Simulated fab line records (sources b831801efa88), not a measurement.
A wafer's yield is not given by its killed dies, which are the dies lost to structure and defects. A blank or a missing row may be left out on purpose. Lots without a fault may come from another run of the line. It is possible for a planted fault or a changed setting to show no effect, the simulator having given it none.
fab line records | flow sky130
record: lots: 6 wafers: 18 last_day: 50
route steps=708 shown METAL5@671 PASSIVATION@681 PAD_OPEN@694
lots that met no fault: from a run of the same line without faults
start_h: the number of hours between the record's first day and the start of the first shown wafer of the lot | wait_h: hours from the lot's prior step to this one | " same as the row above | L1.1+2: a single row standing in for several wafers | - value missing, or start not given | * or withheld: withheld | < > ~ a bound
route shown NAME@n: NAME is a module with steps in the file, n the number in the route of the first one | usual: the fault-free wafers' mean and standard deviation | same: alike in all rows | chamber/n: place in a boat | sites: each site's reading | _std_site: standard deviation across them | _edge_site: outer sites' mean less inner sites' | radius_mm: for every site, how far away it sits from the centre of the wafer | mask NAME#n: copy n | behind: the most recent tool/chamber to have shaped the wafer | hold: what put the lot on hold/how long, in hours/how the hold closed | device: the n, p or np transistor that did not switch | end of line: tests of these same wafers at the route's end | step lacking rows: just its recipe | killed: count of dies lost to structure and defects at first sort (not the wafer's yield) | map: shows each die of a wafer: x if killed, . if not, _ if none is there
set.NAME: the setting the step ran with; set.NAME@STEP: the setting that earlier step ran with | model.NAME: the simulator's own value behind a step, which no gauge read
lots at selected steps of the route; one table per step, one row per wafer
services: a tool's chamber out of use, with start hour (start_h, from the record's first day; less than 0 if before it), hours out, and reason
== steps ==
step: SKY_METAL5_SOFTBAKE_10
recipe: temp_c: 90 time_s: 60 resist: NOVOLAK
step: SKY_METAL5_EXPOSE_11
recipe: mask_id: MM5 na: 0.6 source_shape: conventional sigma_outer: 0.6 polarization: unpolarized target_cd_nm: 1600 dose_mj: 190
step: SKY_METAL5_PEB_12
recipe: temp_c: withheld time_s: * resist: NOVOLAK
step: SKY_METAL5_DEVELOP_13
recipe: resist: NOVOLAK developer: TMAH develop_time_s: 60 dev_temp_c: 23
step: SKY_METAL5_DESCUM_14
recipe: chemistry: O2 source_power_w: 150 bias_power_w: 0 pressure_mtorr: 10 temp_c: 40 time_s: 11
usual: drypump_motor_current_A: 5.60/0.24 oes_product_au: 1.001/0.0067 temp_c: 39.99/0.12
columns lot.wafer tool chamber start_h wait_h drypump_motor_current_A oes_product_au rf_hours_counter_h temp_c
L289.2 rie_metal-01 0 1040.74 0.1 5.20 1.019 18 40.03
L289.3 " 0 " " 5.17 1.005 - 40.26
L289.6 " 1 " " 5.78 1.001 - 40.12
L294.2 rie_metal-01 1 1073.54 0.1 5.81 0.994 17 39.79
L294.4 " 1 " " 5.80 1.002 - 39.90
L294.6 " 1 " " 5.82 1.003 - 40.08
L299.1 rie_metal-02 0 1097.33 0.1 5.81 0.999 6 40.05
L299.2 " 1 " " 5.64 1.012 19 39.90
L299.5 " 1 " " 5.64 0.995 - 39.88
L305.1 rie_metal-01 0 1133.48 0.1 5.19 0.998 26 40.07
L305.3 " 1 " " 5.76 1.008 - 39.93
L305.4 " 0 " " 5.18 1.021 - 40.10
L309.1 rie_metal-01 1 1160.03 0.1 5.79 0.992 26 40.00
L309.2 " 1 " " 5.79 0.994 - 40.01
L309.4 " 1 " " 5.78 0.999 - 39.93
L308.1 rie_metal-02 0 1160.44 0.1 5.75 1.001 11 40.08
L308.3 " 0 " " 5.76 0.998 - 40.08
L308.4 " 1 " " 5.61 0.999 - 39.93
step: SKY_METAL5_METAL_ETCH_15
recipe: target_depth_a: 12600 stop_on: SiO2 over_etch_frac: 0.2 time_s: 252 chemistry: Cl2/BCl3 resist_sidewall_deg: 86 pressure_mtorr: 10 icp_w: 900 bias_w: 48.5 Cl2_flow_sccm: 60 bcl3_flow_sccm: 30
usual: drypump_motor_current_A: 5.60/0.24 oes_product_au: 0.894/0.0054 throttle_valve_pct: 22.264/0.01
columns lot.wafer tool chamber start_h wait_h drypump_motor_current_A oes_product_au rf_hours_counter_h throttle_valve_pct
L289.2 rie_metal-01 0 1040.77 0.0 5.19 0.901 19 22.254
L289.3 " 0 " " 5.18 0.902 - 22.250
L289.6 " 1 " " 5.77 0.885 - 22.270
L294.2 rie_metal-01 1 1073.57 0.0 5.78 0.899 17 22.261
L294.4 " 1 " " 5.80 0.889 - 22.286
L294.6 " 1 " " 5.79 0.896 - 22.248
L299.1 rie_metal-02 0 1097.36 0.0 5.81 0.897 6 22.270
L299.2 " 1 " " 5.63 0.899 19 22.267
L299.5 " 1 " " 5.62 0.895 - 22.267
L305.1 rie_metal-01 0 1133.52 0.0 5.18 0.904 26 22.272
L305.3 " 1 " " 5.78 0.893 - 22.271
L305.4 " 0 " " 5.21 0.896 - 22.255
L309.1 rie_metal-01 1 1160.09 0.1 5.76 0.889 26 22.273
L309.2 " 1 " " 5.78 0.900 - 22.258
L309.4 " 1 " " 5.78 0.895 - 22.275
L308.1 rie_metal-02 0 1160.47 0.0 5.78 0.896 11 22.259
L308.3 " 0 " " 5.76 0.888 - 22.270
L308.4 " 1 " " 5.68 0.895 - 22.272
step: SKY_METAL5_STRIP_16
recipe: chemistry: O2/N2 power_w: 1400 pressure_mtorr: 1500 platen_temp_c: withheld o2_flow_sccm: 3000 n2_flow_sccm: 300 overash_fraction: 0.5
step: SKY_METAL5_STRIP_17
recipe: chemistry: post_etch_residue_remover time_s: 1200 temp_c: 72.5
step: SKY_METAL5_CLEAN_18
recipe: chemistry: IPA time_s: 180 temp_c: 25
step: SKY_METAL5_CLEAN_19
recipe: chemistry: O3/DIW dry: n2_spin
step: SKY_PASSIVATION_CVD_00
recipe: material: SiO2 target_thk_nm: 90 temp_c: 400 time_s: withheld rf_w: 600
usual: heater_power_w: 716/83
columns lot.wafer tool chamber start_h wait_h heater_power_w
L289.2 pecvd-02 2 1041.60 0.0 721
L289.3 " 1 " " 845
L289.6 " 2 " " 711
L294.2 pecvd-01 0 1074.40 0.0 677
L294.4 " 0 " " 685
L294.6 " 1 " " 603
L299.1 pecvd-04 2 1098.27 0.0 745
L299.2 " 0 " " 796
L299.5 " 2 " " 738
L305.1 pecvd-02 0 1134.39 0.0 681
L305.3 " 1 " " 905
L305.4 " 2 " " 752
L309.1 pecvd-04 1 1161.22 0.0 660
L309.2 " 0 " " 709
L309.4 " 1 " " 675
L308.1 pecvd-01 2 1161.30 0.0 842
L308.3 " 1 " " 649
L308.4 " 1 " " 656
step: SKY_PASSIVATION_THK_MEAS_01
recipe: reads: SiO2_of_PASSIVATION_CVD_00
usual: PASSIVATION_CVD_00_THK: 90.2/1
columns lot.wafer tool chamber start_h wait_h PASSIVATION_CVD_00_THK[nm]
L289.2 film_metro-01 - 1041.63 - 89.0
L289.3 " - " " 88.5
L289.6 " - " " 90.0
L294.2 film_metro-03 - 1074.43 - 89.6
L294.4 " - " " 90.3
L294.6 " - " " 91.4
L299.1 film_metro-03 - 1098.29 - 91.1
L299.2 " - " " 89.9
L299.5 " - " " 91.6
L305.1 film_metro-03 - 1134.41 - 89.1
L305.3 " - " " 88.9
L305.4 " - " " 90.4
L309.1 film_metro-03 - 1161.24 - 90.1
L309.2 " - " " 89.6
L309.4 " - " " 91.2
L308.1 film_metro-01 - 1161.32 - 88.7
L308.3 " - " " 90.2
L308.4 " - " " 91.3
step: SKY_PASSIVATION_CVD_02
recipe: material: Si3N4 target_thk_nm: 540 temp_c: 400 time_s: withheld rf_w: 450
usual: heater_power_w: 782/75
columns lot.wafer tool chamber start_h wait_h heater_power_w model.Si3N4_of_PASSIVATION_CVD_02.thk_nm
L289.2 pecvd-01 1 1041.68 0.0 802 549
L289.3 " 2 " " 821 551
L289.6 " 1 " " 813 548.9
L294.2 pecvd-02 1 1074.48 0.0 829 537.6
L294.4 " 2 " " 835 543.3
L294.6 " 0 " " 678 550.4
L299.1 pecvd-04 0 1098.35 0.1 757 516.1
L299.2 " 1 " " 779 524.7
L299.5 " 2 " " 798 530.5
L305.1 pecvd-04 2 1134.47 0.1 706 529.7
L305.3 " 1 " " 690 616.5
L305.4 " 1 " " 713 628.9
L309.1 pecvd-02 2 1161.30 0.1 820 539.8
L309.2 " 0 " " 711 534.7
L309.4 " 1 " " 918 547.6
L308.1 pecvd-04 0 1161.38 0.1 728 529.6
L308.3 " 2 " " 689 623.8
L308.4 " 2 " " 744 634.2
step: SKY_PASSIVATION_THK_MEAS_03
recipe: reads: Si3N4_of_PASSIVATION_CVD_02
usual: PASSIVATION_CVD_02_THK: 541/8.1
columns lot.wafer tool chamber start_h wait_h PASSIVATION_CVD_02_THK[nm]
L289.2 film_metro-04 - 1041.92 - 549
L289.3 " - " " 551
L289.6 " - " " 549
L294.2 film_metro-01 - 1074.72 - 538
L294.4 " - " " 543
L294.6 " - " " 550
L299.1 film_metro-03 - 1098.58 - 516
L299.2 " - " " 524
L299.5 " - " " 531
L305.1 film_metro-03 - 1134.70 - 530
L305.3 " - " " 616
L305.4 " - " " 630
L309.1 film_metro-03 - 1161.52 - 540
L309.2 " - " " 535
L309.4 " - " " 547
L308.1 film_metro-01 - 1161.61 - 529
L308.3 " - " " 624
L308.4 " - " " 634
step: SKY_PASSIVATION_DEHYDRATE_04
recipe: temp_c: 200 time_s: 60
step: SKY_PASSIVATION_HMDS_05
recipe: prime_time_s: 60 prime_temp_c: 120
step: SKY_PASSIVATION_COAT_06
recipe: spin_rpm: 2000 resist_thk_nm: 3000
step: SKY_PASSIVATION_SOFTBAKE_07
recipe: temp_c: 110 time_s: withheld
step: SKY_PASSIVATION_EXPOSE_08
recipe: mask_id: NSM target_cd_nm: 3000 na: 0.57 dose_mj: 260
step: SKY_PASSIVATION_PEB_09
recipe: temp_c: 115 time_s: withheld
step: SKY_PASSIVATION_DEVELOP_10
recipe: develop_time_s: 60 dev_temp_c: 23
step: SKY_PASSIVATION_ETCH_11
recipe: chemistry: CF4/O2 target_depth_nm: 725 stop_on: AlCu source_w: 800 bias_w: 150 pressure_mtorr: 150 cf4_flow_sccm: 80 O2_flow_sccm: 10 time_s: 161.1
usual: drypump_motor_current_A: 5.7/0.37 oes_product_au: 0.978/0.0077 throttle_valve_pct: 5.965/0.0096
columns lot.wafer tool chamber start_h wait_h drypump_motor_current_A oes_product_au rf_hours_counter_h throttle_valve_pct model.etch.depth_nm model.PASSIVATION.feature_depth_nm
L289.2 rie_diel-04 1 1063.38 - 5.5 0.983 16 5.975 712.9 712.9
L289.3 " 0 " " 5.1 0.988 3 5.970 713.9 713.9
L289.6 " 0 " " 5.1 0.983 - 5.980 713.9 713.9
L294.2 rie_diel-02 2 1095.29 - 6.0 0.962 23 5.966 701.1 701.1
L294.4 " 1 " " 5.7 0.978 26 5.947 707.5 707.5
L294.6 " 1 " " 5.7 0.994 - 5.959 715.6 715.6
L299.1 rie_diel-01 3 1118.98 - 5.7 0.960 19 5.952 681.5 681.5
L299.2 " 0 " " 5.5 0.966 21 5.971 689 689
L299.5 " 3 " " 5.7 0.967 - 5.969 696.5 696.5
L305.1 rie_diel-01 2 1151.98 - 6.1 0.969 7 5.973 692.8 692.8
L305.3 " 3 " " 5.7 0.985 21 5.959 705.5 705.5
L305.4 " 1 " " 5.1 0.987 22 5.967 719.3 719.3
L309.1 rie_diel-04 0 1177.38 - 5.1 0.979 6 5.951 705 705
L309.2 " 2 " " 6.2 0.973 16 5.970 699.4 699.4
L309.4 " 0 " " 5.1 0.986 - 5.966 714.2 714.2
L308.1 rie_diel-02 1 1177.84 - 5.7 0.968 29 5.953 692.6 692.6
L308.3 " 2 " " 6.0 0.986 26 5.965 714.1 714.1
L308.4 " 3 " " 5.3 0.995 14 5.978 725.4 725.4
step: SKY_PASSIVATION_STRIP_12
recipe: chemistry: O2/N2 power_w: 1400 pressure_mtorr: 1500 platen_temp_c: withheld overash_fraction: 0.7 o2_flow_sccm: 3000 n2_flow_sccm: 300
usual: drypump_motor_current_A: 5.7/0.3 oes_product_au: 0.661/0.0045 strip_time_to_endpoint_s: 31.52/0.096
columns lot.wafer tool chamber start_h wait_h drypump_motor_current_A oes_product_au rf_hours_counter_h strip_time_to_endpoint_s
L289.2 plasma_asher-04 0 1063.49 0.1 5.7 0.663 62 31.38
L289.3 " 0 " " 5.7 0.653 - 31.50
L289.6 " 1 " " 5.7 0.660 - 31.44
L294.2 plasma_asher-04 0 1095.40 0.1 5.7 0.666 66 31.65
L294.4 " 0 " " 5.7 0.661 - 31.49
L294.6 " 1 " " 5.7 0.657 - 31.51
L299.1 plasma_asher-04 0 1119.09 0.1 5.6 0.663 68 31.48
L299.2 " 1 " " 5.7 0.661 68 31.48
L299.5 " 0 " " 5.7 0.665 - 31.50
L305.1 plasma_asher-04 1 1152.09 0.1 5.7 0.659 71 31.56
L305.3 " 0 " " 5.7 0.664 - 31.59
L305.4 " 1 " " 5.7 0.664 - 31.67
L309.1 plasma_asher-04 1 1177.49 0.1 5.7 0.659 74 31.54
L309.2 " 0 " " 5.7 0.664 74 31.59
L309.4 " 0 " " 5.7 0.664 - 31.49
L308.1 plasma_asher-02 1 1177.95 0.1 6.1 0.662 101 31.51
L308.3 " 1 " " 6.1 0.671 - 31.47
L308.4 " 0 " " 5.3 0.662 - 31.55
step: SKY_PAD_OPEN_DEHYDRATE_00
recipe: temp_c: 200 time_s: 60
step: SKY_PAD_OPEN_HMDS_01
recipe: prime_time_s: 60 prime_temp_c: 120
step: SKY_PAD_OPEN_COAT_02
recipe: spin_rpm: 2000 resist_thk_nm: 3000
step: SKY_PAD_OPEN_SOFTBAKE_03
recipe: temp_c: 110 time_s: withheld
step: SKY_PAD_OPEN_EXPOSE_04
recipe: mask_id: PDM target_cd_nm: 60000 na: 0.57 dose_mj: 260
step: SKY_PAD_OPEN_PEB_05
recipe: temp_c: 115 time_s: withheld
step: SKY_PAD_OPEN_DEVELOP_06
recipe: develop_time_s: 60 dev_temp_c: 23
step: SKY_PAD_OPEN_ETCH_07
recipe: chemistry: CF4/O2 target_depth_nm: 725 stop_on: AlCu source_w: 800 bias_w: 150 pressure_mtorr: 150 cf4_flow_sccm: 80 O2_flow_sccm: 10 time_s: 161.1
usual: drypump_motor_current_A: 5.7/0.36 oes_product_au: 0.979/0.0079 throttle_valve_pct: 5.965/0.0089
columns lot.wafer tool chamber start_h wait_h drypump_motor_current_A oes_product_au rf_hours_counter_h throttle_valve_pct model.etch.depth_nm model.PAD_OPEN.feature_depth_nm
L289.2 rie_diel-02 2 1084.89 - 6.0 0.981 22 5.962 712.9 712.9
L289.3 " 3 " " 5.3 0.989 10 5.977 713.9 713.9
L289.6 " 1 " " 5.7 0.980 - 5.952 713.9 713.9
L294.2 rie_diel-01 0 1115.58 - 5.5 0.976 20 5.955 701.1 701.1
L294.4 " 2 " " 6.2 0.979 5 5.981 707.5 707.5
L294.6 " 1 " " 5.1 0.974 - 5.967 715.6 715.6
L299.1 rie_diel-02 1 1137.79 - 5.7 0.959 27 5.952 681.5 681.5
L299.2 " 0 " " 5.4 0.960 8 5.971 689 689
L299.5 " 2 " " 6.0 0.967 - 5.961 696.5 696.5
L305.1 rie_diel-01 0 1169.38 - 5.5 0.971 23 5.968 692.8 692.8
L305.3 " 2 " " 6.2 0.979 7 5.967 705.5 705.5
L305.4 " 1 " " 5.1 0.990 23 5.980 719.3 719.3
L309.1 rie_diel-02 3 1193.13 - 5.3 0.974 14 5.973 705 705
L309.2 " 0 " " 5.5 0.976 10 5.957 699.4 699.4
L309.4 " 2 " " 6.0 0.987 26 5.963 714.2 714.2
L308.1 rie_diel-03 1 1193.64 - 5.9 0.965 5 5.956 692.6 692.6
L308.3 " 3 " " 5.5 0.990 25 5.964 714.1 714.1
L308.4 " 2 " " 6.4 0.996 - 5.966 725.4 725.4
step: SKY_PAD_OPEN_STRIP_08
recipe: chemistry: O2/N2 power_w: 1400 pressure_mtorr: 1500 platen_temp_c: withheld overash_fraction: 0.7 o2_flow_sccm: 3000 n2_flow_sccm: 300
usual: drypump_motor_current_A: 5.7/0.44 oes_product_au: 0.663/0.0045 strip_time_to_endpoint_s: 37.08/0.09
columns lot.wafer tool chamber start_h wait_h drypump_motor_current_A oes_product_au rf_hours_counter_h strip_time_to_endpoint_s
L289.2 plasma_asher-03 1 1084.99 0.1 5.2 0.663 2 37.08
L289.3 " 0 " " 6.2 0.655 - 37.08
L289.6 " 0 " " 6.2 0.669 - 37.20
L294.2 plasma_asher-03 0 1115.69 0.1 6.2 0.660 5 37.15
L294.4 " 1 " " 5.2 0.667 - 36.98
L294.6 " 1 " " 5.2 0.659 - 37.04
L299.1 plasma_asher-02 0 1137.89 0.1 5.2 0.668 97 37.05
L299.2 " 1 " " 6.1 0.663 97 37.18
L299.5 " 1 " " 6.1 0.675 - 36.97
L305.1 plasma_asher-03 1 1169.48 0.1 5.2 0.665 10 37.11
L305.3 " 1 " " 5.2 0.662 - 37.05
L305.4 " 0 " " 6.2 0.664 - 37.15
L309.1 plasma_asher-01 0 1193.24 0.1 5.7 0.656 45 37.16
L309.2 " 1 " " 5.9 0.659 45 37.21
L309.4 " 0 " " 5.7 0.667 - 37.14
L308.1 plasma_asher-01 0 1193.74 0.1 5.7 0.661 45 37.16
L308.3 " 0 " " 5.7 0.663 - 37.11
L308.4 " 1 " " 5.9 0.661 - 37.16
step: SKY_PAD_OPEN_STRIP_09
recipe: chemistry: post_etch_residue_remover time_s: 1200 temp_c: 72.5
usual: temp_c: 72.49/0.12
columns lot.wafer tool chamber start_h wait_h temp_c model.Si3N4_of_PASSIVATION_CVD_02.thk_nm
L289.2 wet_bench-01 3 1085.09 0.1 72.55 548.6
L289.3 " 3 " " 72.58 550.7
L289.6 " 3 " " 72.54 548.5
L294.2 wet_bench-01 2 1115.79 0.1 72.62 537.2
L294.4 " 2 " " 72.68 542.9
L294.6 " 2 " " 72.35 550
L299.1 wet_bench-01 2 1138.05 0.1 72.67 515.8
L299.2 " 2 " " 72.35 524.3
L299.5 " 2 " " 72.51 530.1
L305.1 wet_bench-04 0 1169.58 0.1 72.49 529.4
L305.3 " 0 " " 72.67 616.1
L305.4 " 0 " " 72.63 628.6
L309.1 wet_bench-03 1 1193.34 0.1 72.49 539.4
L309.2 " 1 " " 72.33 534.3
L309.4 " 1 " " 72.26 547.2
L308.1 wet_bench-01 0 1193.84 0.1 72.67 529.2
L308.3 " 0 " " 72.54 623.4
L308.4 " 0 " " 72.83 633.8
step: SKY_PAD_OPEN_CLEAN_10
recipe: chemistry: IPA time_s: 180 temp_c: 25
step: SKY_PAD_OPEN_PROBE_99
usual: defect_limited_yield: 82.5/1.9 killed_at_M0_to_M3: 44/7.2 killed_at_M4_up: 3.1/1.7 killed_at_contacts: 25/5.1 killed_at_front_end: 14/4.6 killed_at_other: 0.3/0.59 killed_dies: 86/9.6 killed_open: 47/7.4 killed_short: 39/6 sort_bin_3_pad_short: 0.8/0.4 sort_bin_5_function: 10.4/1.5 sort_bin_6_memory: 6.2/1.1 sort_n_pass: 406/9.6 sort_yield_pct: 82.5/1.9
same: gross_dies: 492 killed_at_back_side: 0 sort_bin_4_leakage[%]: 0 sort_bin_8_speed[%]: 0
columns lot.wafer tool chamber start_h wait_h defect_limited_yield[%] killed_at_M0_to_M3 killed_at_M4_up killed_at_contacts killed_at_front_end killed_at_other killed_dies killed_open killed_short sort_bin_3_pad_short[%] sort_bin_5_function[%] sort_bin_6_memory[%] sort_n_pass sort_yield_pct[%]
L289.2 prober-01 - 1087.26 0.1 81.1 46 3 27 17 0 93 45 48 1.0 13.6 4.3 399 81.1
L289.3 prober-01 - 1087.31 0.2 82.5 36 5 24 20 1 86 50 36 0.2 11.2 6.1 406 82.5
L289.6 prober-01 - 1087.46 0.2 85.4 38 3 19 11 1 72 45 27 1.0 8.9 4.7 420 85.4
L294.2 prober-02 - 1118.00 0.1 85.2 36 2 26 9 0 73 43 30 0.6 8.5 5.7 419 85.2
L294.4 prober-02 - 1118.10 0.2 79.7 52 4 28 16 0 100 60 40 1.0 12.2 7.1 392 79.7
L294.6 prober-02 - 1118.20 0.2 82.9 45 3 22 14 0 84 54 30 1.0 11.4 4.7 408 82.9
L299.1 prober-01 - 1140.17 0.1 80.9 46 3 28 17 0 94 50 44 0.8 12.8 5.5 398 80.9
L299.2 prober-01 - 1140.22 0.1 82.3 43 4 29 11 0 87 38 49 0.8 9.1 7.7 405 82.3
L299.5 prober-01 - 1140.37 0.2 79.7 51 5 27 16 1 100 57 43 1.0 13.4 5.9 392 79.7
L305.1 prober-01 - 1171.69 0.1 83.3 43 8 20 11 0 82 42 40 0.8 8.9 6.9 410 83.3
L305.3 prober-01 - 1171.79 0.2 87.6 35 6 13 7 0 61 28 33 1.0 7.5 3.9 431 87.6
L305.4 prober-01 - 1171.84 0.2 83.3 48 4 21 9 0 82 41 41 0.6 9.1 6.9 410 83.3
killed by level:class
L289.2 VIA1:geometric_particle:open=11 FIELD_ISO:geometric_particle:open=7 METAL1:geometric_particle:short=7 VIA3:geometric_particle:open=6 LOCAL_INTERCONNECT:geometric_particle:short=6 CONTACT:geometric_particle:open=6 CONTACT:geometric_particle:short=5 LI_CONTACT:geometric_particle:open=5
L289.3 VIA1:geometric_particle:open=12 POLY_GATE:geometric_particle:open=7 LI_CONTACT:geometric_particle:open=6 LOCAL_INTERCONNECT:geometric_particle:short=6 VIA3:geometric_particle:open=6 METAL1:geometric_particle:short=5 CONTACT:geometric_particle:short=5 CONTACT:geometric_particle:open=5
L289.6 VIA2:geometric_particle:open=9 CONTACT:geometric_particle:open=8 VIA1:geometric_particle:open=7 VIA2:geometric_particle:short=5 POLY_GATE:geometric_particle:open=4 LI_CONTACT:geometric_particle:open=4 VIA1:geometric_particle:short=4 FIELD_ISO:geometric_particle:short=3
L294.2 CONTACT:geometric_particle:open=13 VIA1:geometric_particle:open=10 METAL2:geometric_particle:short=10 LI_CONTACT:geometric_particle:open=7 LOCAL_INTERCONNECT:geometric_particle:short=3 METAL1:geometric_particle:short=3 VIA1:geometric_particle:short=3 VIA2:geometric_particle:open=3
L294.4 VIA1:geometric_particle:open=17 CONTACT:geometric_particle:open=12 LI_CONTACT:geometric_particle:open=8 METAL1:geometric_particle:short=8 FIELD_ISO:geometric_particle:open=5 VIA1:geometric_particle:short=5 METAL2:geometric_particle:short=5 SPACER:geometric_particle:short=4
L294.6 VIA1:geometric_particle:open=15 CONTACT:geometric_particle:open=10 VIA3:geometric_particle:open=9 VIA2:geometric_particle:open=7 LI_CONTACT:geometric_particle:open=6 POLY_GATE:geometric_particle:short=5 METAL2:geometric_particle:short=5 FIELD_ISO:geometric_particle:open=4
L299.1 VIA1:geometric_particle:open=12 LI_CONTACT:geometric_particle:open=9 CONTACT:geometric_particle:open=9 FIELD_ISO:geometric_particle:short=7 VIA3:geometric_particle:open=6 FIELD_ISO:geometric_particle:open=5 METAL2:geometric_particle:short=5 VIA2:geometric_particle:short=5
L299.2 CONTACT:geometric_particle:short=9 VIA3:geometric_particle:short=8 VIA2:geometric_particle:open=8 METAL1:geometric_particle:short=8 CONTACT:geometric_particle:open=7 LI_CONTACT:geometric_particle:open=6 VIA1:geometric_particle:open=6 FIELD_ISO:geometric_particle:open=5
L299.5 CONTACT:geometric_particle:open=13 VIA2:geometric_particle:open=9 METAL2:geometric_particle:short=9 LI_CONTACT:geometric_particle:open=8 VIA1:geometric_particle:open=7 VIA1:geometric_particle:short=5 CONTACT:geometric_particle:short=4 FIELD_ISO:geometric_particle:open=4
L305.1 CONTACT:geometric_particle:open=10 VIA1:geometric_particle:short=10 VIA1:geometric_particle:open=9 METAL4:geometric_particle:short=7 VIA3:geometric_particle:open=6 VIA2:geometric_particle:open=6 FIELD_ISO:geometric_particle:short=3 LI_CONTACT:geometric_particle:short=3
L305.3 VIA1:geometric_particle:open=9 VIA2:geometric_particle:open=7 METAL4:geometric_particle:short=6 POLY_GATE:geometric_particle:short=5 LI_CONTACT:geometric_particle:open=4 VIA1:geometric_particle:short=4 CONTACT:geometric_particle:open=3 VIA3:geometric_particle:short=3
L305.4 METAL1:geometric_particle:short=11 LI_CONTACT:geometric_particle:open=9 VIA2:geometric_particle:open=7 VIA3:geometric_particle:open=6 CONTACT:geometric_particle:open=6 POLY_GATE:geometric_particle:open=5 METAL2:geometric_particle:short=5 LOCAL_INTERCONNECT:geometric_particle:short=4
== services ==
columns tool chamber start_h hours kind
rie_diel-02 1 1022.42 4.0 repair
plasma_asher-02 - 1035.54 2.2 repair
pecvd-01 - 1038.26 0.9 repair
plasma_asher-03 - 1055.25 9.0 pm
pecvd-02 0 1058.28 7.7 repair
pecvd-01 2 1067.76 3.7 repair
pecvd-04 2 1072.16 3.7 repair
plasma_asher-02 - 1080.32 8.5 repair
rie_diel-02 - 1082.38 0.3 repair
plasma_asher-02 - 1084.11 0.7 repair
pecvd-01 - 1097.88 6.0 pm
pecvd-04 1 1101.83 13.1 repair
rie_diel-04 0 1106.71 5.9 repair
rie_diel-04 - 1108.06 2.8 pm
pecvd-02 - 1108.49 0.9 repair
rie_metal-02 1 1116.81 1.4 repair
rie_diel-01 - 1130.87 4.3 pm
rie_diel-01 1 1135.51 2.5 repair
rie_diel-01 0 1137.00 7.9 repair
plasma_asher-01 - 1153.45 5.3 repair
pecvd-04 - 1161.84 1.3 repair
rie_metal-02 - 1169.74 0.4 repair
rie_metal-02 1 1189.26 5.5 repair
rie_metal-02 - 1191.51 0.3 repair
== key ==
first_sign: step: SKY_PASSIVATION_THK_MEAS_03 reading: PASSIVATION_CVD_02_THK direction: up sigmas: 11 usual: 541 struck: 626
effect none on later readings
model_effect: step: SKY_PASSIVATION_CVD_02 value: Si3N4_of_PASSIVATION_CVD_02.thk_nm without: 536.3 struck: 625.8
model_effect: step: SKY_PASSIVATION_ETCH_11 value: etch.depth_nm without: 700.9 struck: 716.1
model_effect: step: SKY_PAD_OPEN_ETCH_07 value: etch.depth_nm without: 700.9 struck: 716.1
model_effect: step: SKY_PAD_OPEN_STRIP_09 value: Si3N4_of_PASSIVATION_CVD_02.thk_nm without: 536 struck: 625.5
met_at SKY_PASSIVATION_CVD_02
struck_wafers L305.3,L305.4,L308.3,L308.4
onset_between 1098.35 1134.47
fault: kind: process_parameter_drift tool: pecvd-04 chamber: - onset_h: 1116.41 steps: SKY_PASSIVATION_CVD_02 channel: time_s offset: withheld shape: step end_h: 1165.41 scope: struck_wafers_only acts_in: *
